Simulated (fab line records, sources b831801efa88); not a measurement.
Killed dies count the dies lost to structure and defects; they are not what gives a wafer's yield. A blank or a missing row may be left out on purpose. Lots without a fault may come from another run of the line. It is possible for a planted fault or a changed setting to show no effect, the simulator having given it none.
fab line records + flow gf180mcu
record
- lots=6
- wafers=18
- last-day=34
route steps=602 shown POLY_GATE@168 HV_LDD@176
lots with no fault: from the same line, run without faults
start-h: hours from the record's first day to the start of the lot's first wafer shown + wait-h: hours from the lot's prior step to this one + " unchanged from the row above + L1.1+2: several wafers, shown together as one row + - no value, or no start given + * or withheld: withheld + < > ~ a bound
route shown NAME@n: a module of which the file shows steps, and the number in the route of the first + usual: mean and standard deviation over wafers with no fault + same: alike in all rows + chamber/n: place in a boat + sites: each site's reading + _std_site: how widely they spread, as a standard deviation + _edge_site: inner sites' mean taken away from outer sites' mean + radius-mm: for every site, how far away it sits from the centre of the wafer + mask NAME#n: copy n + behind: the most recent tool/chamber to have shaped the wafer + hold: why the lot was held/for how many hours/how that ended + device: whichever transistor did not switch (one of n, p or np) + end of line: the tests these same wafers got at the end of their route + a step with no rows: only its recipe + killed: at the first sort, the dies lost to defects and structure; wafer yield is something else + map: shows each die of a wafer: x if killed, . if not, _ if none is there
set.NAME: the setting that was run; set.NAME@STEP: the one run at that earlier step + model.NAME: the simulator's own value behind a step, which no gauge read
lots at selected steps of the route; one table per step, one row per wafer
services: from which hour (start-h, from the record's first day; less than 0 if before it) a tool's chamber was out of use, for how many hours, and why
## steps
# step GF_POLY_GATE_OVL_MEAS_11
# usual
- POLY_GATE_OVL=2/5.3
| lot.wafer | tool       | chamber | start-h | wait-h | POLY_GATE_OVL[nm] |
|-----------|------------|---------|---------|--------|-------------------|
| L572.1    | overlay-01 | -       | 239.24  | 0.1    | 6                 |
| L572.3    | "          | -       | "       | "      | 3                 |
| L572.4    | "          | -       | "       | "      | 0                 |
| L573.1    | overlay-01 | -       | 249.22  | 0.1    | 1                 |
| L573.3    | "          | -       | "       | "      | 4                 |
| L573.5    | "          | -       | "       | "      | 5                 |
| L574.2    | overlay-01 | -       | 257.85  | 0.1    | 2                 |
| L574.4    | "          | -       | "       | "      | 1                 |
| L574.5    | "          | -       | "       | "      | -6                |
| L586.3    | overlay-01 | -       | 341.54  | 0.1    | -7                |
| L586.5    | "          | -       | "       | "      | -2                |
| L586.6    | "          | -       | "       | "      | 2                 |
| L587.2    | overlay-02 | -       | 346.88  | 0.1    | 5                 |
| L587.3    | "          | -       | "       | "      | -7                |
| L587.6    | "          | -       | "       | "      | 6                 |
| L588.1    | overlay-01 | -       | 354.88  | 0.1    | 4                 |
| L588.3    | "          | -       | "       | "      | 4                 |
| L588.6    | "          | -       | "       | "      | -4                |
# step GF_POLY_GATE_ETCH_12
# recipe
- chemistry=N2/H2
- target-depth-a=withheld
- overetch-a=withheld
- time-s=withheld
- target=BARC
- ion-energy-ev=200
- source-w=500
- bias-w=100
- pressure-mtorr=30
- n2-flow-sccm=100
- h2-flow-sccm=200
# usual
- bias-w=100.04/0.29
- drypump-motor-current-A=5.8/0.43
- oes-product-au=0.735/0.0047
- throttle-valve-pct=13.214/0.0087
| lot.wafer | tool        | chamber | start-h | wait-h | bias-w | drypump-motor-current-A | oes-product-au | throttle-valve-pct |
|-----------|-------------|---------|---------|--------|--------|-------------------------|----------------|--------------------|
| L572.1    | rie-diel-04 | 2       | 239.28  | 0.0    | 99.89  | 6.5                     | 0.734          | 13.212             |
| L572.3    | "           | 0       | "       | "      | 99.56  | 5.8                     | 0.730          | 13.215             |
| L572.4    | "           | 1       | "       | "      | 100.00 | 5.6                     | 0.731          | 13.208             |
| L573.1    | rie-diel-03 | 3       | 249.26  | 0.0    | 100.53 | 6.0                     | 0.733          | 13.216             |
| L573.3    | "           | 1       | "       | "      | 99.94  | 5.3                     | 0.731          | 13.210             |
| L573.5    | "           | 2       | "       | "      | 99.74  | 5.5                     | 0.737          | 13.210             |
| L574.2    | rie-diel-01 | 2       | 257.88  | 0.0    | 100.08 | 5.5                     | 0.733          | 13.219             |
| L574.4    | "           | 0       | "       | "      | 99.65  | 6.0                     | 0.737          | 13.225             |
| L574.5    | "           | 0       | "       | "      | 99.80  | 6.0                     | 0.739          | 13.212             |
| L586.3    | rie-diel-03 | 3       | 341.56  | 0.0    | 99.77  | 5.9                     | 0.738          | 13.204             |
| L586.5    | "           | 0       | "       | "      | 100.54 | 6.5                     | 0.740          | 13.222             |
| L586.6    | "           | 3       | "       | "      | 99.95  | 5.9                     | 0.729          | 13.197             |
| L587.2    | rie-diel-04 | 0       | 346.91  | 0.0    | 100.11 | 5.8                     | 0.723          | 13.224             |
| L587.3    | "           | 2       | "       | "      | 99.86  | 6.5                     | 0.731          | 13.207             |
| L587.6    | "           | 0       | "       | "      | 99.98  | 5.8                     | 0.736          | 13.219             |
| L588.1    | rie-diel-04 | 1       | 354.91  | 0.0    | 99.84  | 5.6                     | 0.740          | 13.199             |
| L588.3    | "           | 0       | "       | "      | 99.98  | 5.8                     | 0.727          | 13.207             |
| L588.6    | "           | 0       | "       | "      | 99.92  | 5.8                     | 0.726          | 13.217             |
# step GF_POLY_GATE_ETCH_13
# recipe
- target=poly-Si
- target-depth-nm=198.5
- stop-on=SiO2
- over-etch-frac=0.403
- chemistry=HBr/Cl2
- icp-w=400
- bias-w=100
- pressure-mtorr=10
- HBr_flow_sccm=150
- Cl2_flow_sccm=50
- time-s=69.6
# usual
- HBr_flow_sccm=149.9/0.43
- bias-w=100.0/0.31
- drypump-motor-current-A=5.8/0.53
- oes-product-au=0.991/0.0074
- throttle-valve-pct=33.684/0.0089
| lot.wafer | tool      | chamber | start-h | wait-h | HBr_flow_sccm | bias-w | drypump-motor-current-A | oes-product-au | rf-hours-counter-h | throttle-valve-pct |
|-----------|-----------|---------|---------|--------|---------------|--------|-------------------------|----------------|--------------------|--------------------|
| L572.1    | rie-si-02 | 1       | 239.33  | -      | 149.6         | 100.7  | 5.8                     | 0.994          | 76                 | 33.692             |
| L572.3    | "         | 3       | "       | "      | 150.3         | 100.5  | 6.0                     | 0.986          | 35                 | 33.675             |
| L572.4    | "         | 2       | "       | "      | 149.0         | 99.7   | 6.1                     | 0.988          | 26                 | 33.682             |
| L573.1    | rie-si-01 | 0       | 249.31  | -      | 149.6         | 100.7  | 6.3                     | 1.000          | 37                 | 33.693             |
| L573.3    | "         | 3       | "       | "      | 150.0         | 99.5   | 6.4                     | 1.000          | 37                 | 33.694             |
| L573.5    | "         | 0       | "       | "      | 149.5         | 100.5  | 6.3                     | 0.998          | -                  | 33.693             |
| L574.2    | rie-si-02 | 0       | 257.93  | -      | 150.0         | 100.2  | 4.8                     | 0.984          | 2                  | 33.679             |
| L574.4    | "         | 1       | "       | "      | 150.0         | 100.1  | 5.8                     | 0.998          | 76                 | 33.678             |
| L574.5    | "         | 0       | "       | "      | 150.4         | 100.0  | 4.8                     | 0.990          | -                  | 33.684             |
| L586.3    | rie-si-02 | 2       | 341.61  | -      | 150.2         | 99.7   | 6.1                     | 0.996          | 27                 | 33.680             |
| L586.5    | "         | 1       | "       | "      | 150.3         | 99.7   | 5.8                     | 0.997          | -                  | 33.693             |
| L586.6    | "         | 0       | "       | "      | 149.3         | 100.6  | 4.8                     | 0.994          | -                  | 33.689             |
| L587.2    | rie-si-02 | 1       | 346.96  | -      | 150.9         | 99.9   | 5.8                     | 0.987          | 77                 | 33.683             |
| L587.3    | "         | 2       | "       | "      | 150.4         | 99.8   | 6.1                     | 0.982          | 27                 | 33.671             |
| L587.6    | "         | 0       | "       | "      | 150.2         | 99.4   | 4.7                     | 0.975          | -                  | 33.700             |
| L588.1    | rie-si-02 | 1       | 354.96  | -      | 149.1         | 100.1  | 5.8                     | 0.995          | 77                 | 33.679             |
| L588.3    | "         | 0       | "       | "      | 150.1         | 100.6  | 4.8                     | 0.991          | 3                  | 33.694             |
| L588.6    | "         | 0       | "       | "      | 149.7         | 100.1  | 4.8                     | 0.984          | -                  | 33.688             |
# step GF_POLY_GATE_STRIP_14
# recipe
- chemistry=O2/N2
- power-w=1400
- pressure-mtorr=1500
- platen-temp-c=250
- o2-flow-sccm=3000
- n2-flow-sccm=300
- overash-fraction=0.5
# usual
- drypump-motor-current-A=5.34/0.28
- heater-power-w=344/41
- o2-flow-sccm=2999/9.8
- oes-product-au=0.502/0.0048
# same
- overash-fraction=0.5
| lot.wafer | tool            | chamber | start-h | wait-h | drypump-motor-current-A | heater-power-w | o2-flow-sccm | oes-product-au | rf-hours-counter-h |
|-----------|-----------------|---------|---------|--------|-------------------------|----------------|--------------|----------------|--------------------|
| L572.1    | plasma-asher-04 | 0       | 239.39  | 0.0    | 5.57                    | 337            | 2986         | 0.506          | 44                 |
| L572.3    | "               | 0       | "       | "      | 5.59                    | 335            | 3005         | 0.501          | -                  |
| L572.4    | "               | 1       | "       | "      | 4.85                    | 325            | 3006         | 0.497          | -                  |
| L573.1    | plasma-asher-01 | 0       | 249.37  | 0.0    | 5.38                    | 324            | 3018         | 0.505          | 13                 |
| L573.3    | "               | 1       | "       | "      | 5.20                    | 360            | 2993         | 0.504          | -                  |
| L573.5    | "               | 1       | "       | "      | 5.20                    | 361            | 2994         | 0.497          | -                  |
| L574.2    | plasma-asher-04 | 0       | 257.99  | 0.0    | 5.60                    | 350            | 3004         | 0.507          | 46                 |
| L574.4    | "               | 1       | "       | "      | 4.86                    | 330            | 2989         | 0.499          | -                  |
| L574.5    | "               | 0       | "       | "      | 5.62                    | 334            | 2996         | 0.510          | -                  |
| L586.3    | plasma-asher-03 | 0       | 341.70  | 0.1    | 5.47                    | 424            | 3003         | 0.501          | -                  |
| L586.5    | "               | 1       | "       | "      | 5.63                    | 283            | 3008         | 0.498          | -                  |
| L586.6    | "               | 0       | "       | "      | 5.47                    | 439            | 2981         | 0.501          | -                  |
| L587.2    | plasma-asher-04 | 0       | 347.01  | 0.0    | 5.61                    | 334            | 2991         | 0.500          | 54                 |
| L587.3    | "               | 0       | "       | "      | 5.60                    | 341            | 2982         | 0.508          | -                  |
| L587.6    | "               | 1       | "       | "      | 4.83                    | 322            | 2984         | 0.494          | -                  |
| L588.1    | plasma-asher-04 | 1       | 355.02  | 0.0    | 4.87                    | 324            | 3001         | 0.501          | 55                 |
| L588.3    | "               | 1       | "       | "      | 4.87                    | 321            | 2993         | 0.504          | -                  |
| L588.6    | "               | 0       | "       | "      | 5.59                    | 336            | 3007         | 0.507          | -                  |
# step GF_POLY_GATE_CLEAN_15
# recipe
- chemistry=SC1/SC2
- mix=1:4:20
- temp-c=70
- time-s=150
- dry=n2-spin
# step GF_POLY_GATE_OXIDATION_16
# recipe
- temp-c=850
- ambient=O2
- stabilise-s=600
- purge-s=300
- target-thk-a=40
- ox-time-s=899
# step GF_POLY_GATE_THK_MEAS_17
# recipe
- reads=SiO2_of_POLY_GATE_OXIDATION_16
# usual
- POLY_GATE_OXIDATION_THK=4.01/0.078
| lot.wafer | tool          | chamber | start-h | wait-h | POLY_GATE_OXIDATION_THK[nm] |
|-----------|---------------|---------|---------|--------|-----------------------------|
| L572.1    | film-metro-04 | -       | 240.79  | 0.0    | 4.04                        |
| L572.3    | "             | -       | "       | "      | 4.10                        |
| L572.4    | "             | -       | "       | "      | 4.04                        |
| L573.1    | film-metro-02 | -       | 250.77  | 0.0    | 3.95                        |
| L573.3    | "             | -       | "       | "      | 3.89                        |
| L573.5    | "             | -       | "       | "      | 3.95                        |
| L574.2    | film-metro-03 | -       | 260.33  | 0.0    | 3.95                        |
| L574.4    | "             | -       | "       | "      | 3.95                        |
| L574.5    | "             | -       | "       | "      | 3.93                        |
| L586.3    | film-metro-03 | -       | 343.09  | 0.0    | 4.13                        |
| L586.5    | "             | -       | "       | "      | 4.11                        |
| L586.6    | "             | -       | "       | "      | 4.09                        |
| L587.2    | film-metro-04 | -       | 349.32  | 0.0    | 4.03                        |
| L587.3    | "             | -       | "       | "      | 4.09                        |
| L587.6    | "             | -       | "       | "      | 4.03                        |
| L588.1    | film-metro-04 | -       | 357.02  | 0.0    | 4.02                        |
| L588.3    | "             | -       | "       | "      | 4.01                        |
| L588.6    | "             | -       | "       | "      | 3.96                        |
# step GF_POLY_GATE_CD_MEAS_18
# usual
- cd-nm=279.9/1.6
| lot.wafer | tool      | chamber | start-h | wait-h | cd-nm |
|-----------|-----------|---------|---------|--------|-------|
| L572.1    | cd-sem-01 | -       | 240.85  | 0.1    | 281.0 |
| L572.3    | "         | -       | "       | "      | 278.8 |
| L572.4    | "         | -       | "       | "      | 280.6 |
| L573.1    | cd-sem-02 | -       | 250.83  | 0.1    | 279.9 |
| L573.3    | "         | -       | "       | "      | 280.7 |
| L573.5    | "         | -       | "       | "      | 279.1 |
| L574.2    | cd-sem-01 | -       | 260.41  | 0.1    | 280.4 |
| L574.4    | "         | -       | "       | "      | 281.5 |
| L574.5    | "         | -       | "       | "      | 280.3 |
| L586.3    | cd-sem-02 | -       | 343.19  | 0.1    | 280.7 |
| L586.5    | "         | -       | "       | "      | 277.6 |
| L586.6    | "         | -       | "       | "      | 279.3 |
| L587.2    | cd-sem-01 | -       | 349.40  | 0.1    | 280.3 |
| L587.3    | "         | -       | "       | "      | 281.2 |
| L587.6    | "         | -       | "       | "      | 280.5 |
| L588.1    | cd-sem-02 | -       | 357.08  | 0.1    | 280.4 |
| L588.3    | "         | -       | "       | "      | 279.0 |
| L588.6    | "         | -       | "       | "      | 279.3 |
# step GF_HV_LDD_DEHYDRATE_00
# recipe
- temp-c=200
- time-s=60
# step GF_HV_LDD_HMDS_01
# recipe
- prime-time-s=60
- prime-temp-c=120
# step GF_HV_LDD_COAT_02
# recipe
- resist=NOVOLAK
- spin-rpm=3000
- resist-thk-nm=1000
# step GF_HV_LDD_SOFTBAKE_03
# recipe
- temp-c=90
- time-s=60
- resist=NOVOLAK
# step GF_HV_LDD_EXPOSE_04
# recipe
- mask-id=Nplus_LV_AREA
- target-cd-nm=400
- na=0.6
- source-shape=conventional
- sigma-outer=0.6
- dose-mj=140
# usual
- exposure-dose-mJ-cm2=140.66/0.14
- focus-offset-nm=-0.2/0.53
| lot.wafer | tool             | chamber | start-h | wait-h | mask            | exposure-dose-mJ-cm2 | focus-offset-nm |
|-----------|------------------|---------|---------|--------|-----------------|----------------------|-----------------|
| L572.1    | iline-stepper-01 | 0       | 250.18  | -      | Nplus_LV_AREA#0 | 140.62               | -1.2            |
| L572.3    | "                | 0       | "       | "      | Nplus_LV_AREA#0 | 140.65               | 0.3             |
| L572.4    | "                | 0       | "       | "      | Nplus_LV_AREA#0 | 140.75               | 0.2             |
| L573.1    | iline-stepper-02 | -       | 260.43  | -      | Nplus_LV_AREA#0 | -                    | -               |
| L573.3    | "                | -       | "       | "      | Nplus_LV_AREA#0 | -                    | -               |
| L573.5    | "                | -       | "       | "      | Nplus_LV_AREA#0 | -                    | -               |
| L574.2    | iline-stepper-02 | -       | 269.92  | -      | Nplus_LV_AREA#0 | -                    | -               |
| L574.4    | "                | -       | "       | "      | Nplus_LV_AREA#0 | -                    | -               |
| L574.5    | "                | -       | "       | "      | Nplus_LV_AREA#0 | -                    | -               |
| L586.3    | iline-stepper-02 | 0       | 353.94  | -      | Nplus_LV_AREA#0 | 140.56               | -0.4            |
| L586.5    | "                | 0       | "       | "      | Nplus_LV_AREA#0 | 140.75               | -0.5            |
| L586.6    | "                | 0       | "       | "      | Nplus_LV_AREA#0 | 140.66               | 0.2             |
| L587.2    | iline-stepper-02 | 0       | 360.27  | -      | Nplus_LV_AREA#0 | 140.68               | -1.1            |
| L587.3    | "                | 0       | "       | "      | Nplus_LV_AREA#0 | 140.59               | -0.8            |
| L587.6    | "                | 0       | "       | "      | Nplus_LV_AREA#0 | 140.48               | -0.1            |
| L588.1    | iline-stepper-02 | 0       | 367.96  | -      | Nplus_LV_AREA#0 | 140.51               | 0.0             |
| L588.3    | "                | 0       | "       | "      | Nplus_LV_AREA#0 | 140.44               | 0.3             |
| L588.6    | "                | 0       | "       | "      | Nplus_LV_AREA#0 | 140.52               | -0.3            |
# step GF_HV_LDD_PEB_05
# recipe
- temp-c=withheld
- time-s=*
- resist=NOVOLAK
## services
| tool             | chamber | start-h | hours | kind                    |
|------------------|---------|---------|-------|-------------------------|
| rie-diel-03      | -       | 246.18  | 0.2   | repair                  |
| rie-diel-04      | 0       | 256.72  | 3.2   | repair                  |
| iline-stepper-02 | -       | 262.90  | 2.0   | repair                  |
| rie-diel-04      | 2       | 266.07  | 4.2   | repair                  |
| rie-si-02        | 0       | 271.10  | 14.6  | repair                  |
| rie-diel-04      | 2       | 275.49  | -     | clean                   |
| rie-diel-04      | 2       | 275.49  | 22.2  | scheduled-down          |
| iline-stepper-02 | -       | 292.24  | 2.1   | pm                      |
| iline-stepper-02 | -       | 294.33  | -     | consumable-replace:lamp |
| plasma-asher-03  | -       | 301.44  | 1.8   | repair                  |
| rie-si-01        | 3       | 301.95  | 2.2   | repair                  |
| iline-stepper-02 | -       | 303.46  | 3.3   | repair                  |
| plasma-asher-04  | -       | 306.17  | 2.8   | pm                      |
| iline-stepper-01 | -       | 307.52  | 6.8   | repair                  |
| plasma-asher-04  | -       | 317.95  | 2.2   | repair                  |
| rie-diel-01      | 3       | 325.43  | 15.6  | repair                  |
| rie-diel-03      | 0       | 333.25  | 4.6   | repair                  |
| rie-diel-01      | 2       | 342.69  | 6.7   | repair                  |
| rie-diel-03      | 0       | 350.34  | 4.7   | repair                  |
| rie-diel-03      | 3       | 361.19  | 5.7   | repair                  |
| rie-diel-04      | -       | 362.29  | 2.8   | pm                      |
| iline-stepper-02 | 0       | 362.71  | -     | calibration             |
| rie-si-01        | 1       | 363.78  | 22.5  | repair                  |
| rie-diel-03      | -       | 365.74  | 2.2   | repair                  |
## key
first-sign
- step=GF_HV_LDD_EXPOSE_04
- reading=tool-record
- direction=missing
effect none on later readings
met-at GF_HV_LDD_EXPOSE_04
struck-wafers L573.1,L573.3,L573.5,L574.2,L574.4,L574.5
later-rows-left-out L573.1,L573.3,L573.5,L574.2,L574.4,L574.5
sort-left-out L573.1,L573.3,L573.5,L574.2,L574.4,L574.5
tester-left-out L573,L574
fault
- kind=skipped-step-whole
- tool=iline-stepper-02
- chamber=-
- onset-h=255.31
- steps=GF_HV_LDD_EXPOSE_04
- scope=struck-lots-only
# tester-left-out: of these lots the tester's yield and bins aren't shown, on N5 and GAA mostly nor the transistor test; their killed dies are dies lost to structure and defects alone, not to doping, threshold or leakage, so they don't give the yield
# sort-left-out: the simulated sort isn't trusted on such a fault, so these wafers' sort isn't shown, and their yield isn't known
# later-rows-left-out: the simulator's readings of these wafers behind a module that went badly wrong aren't trusted and aren't shown, but for the sort
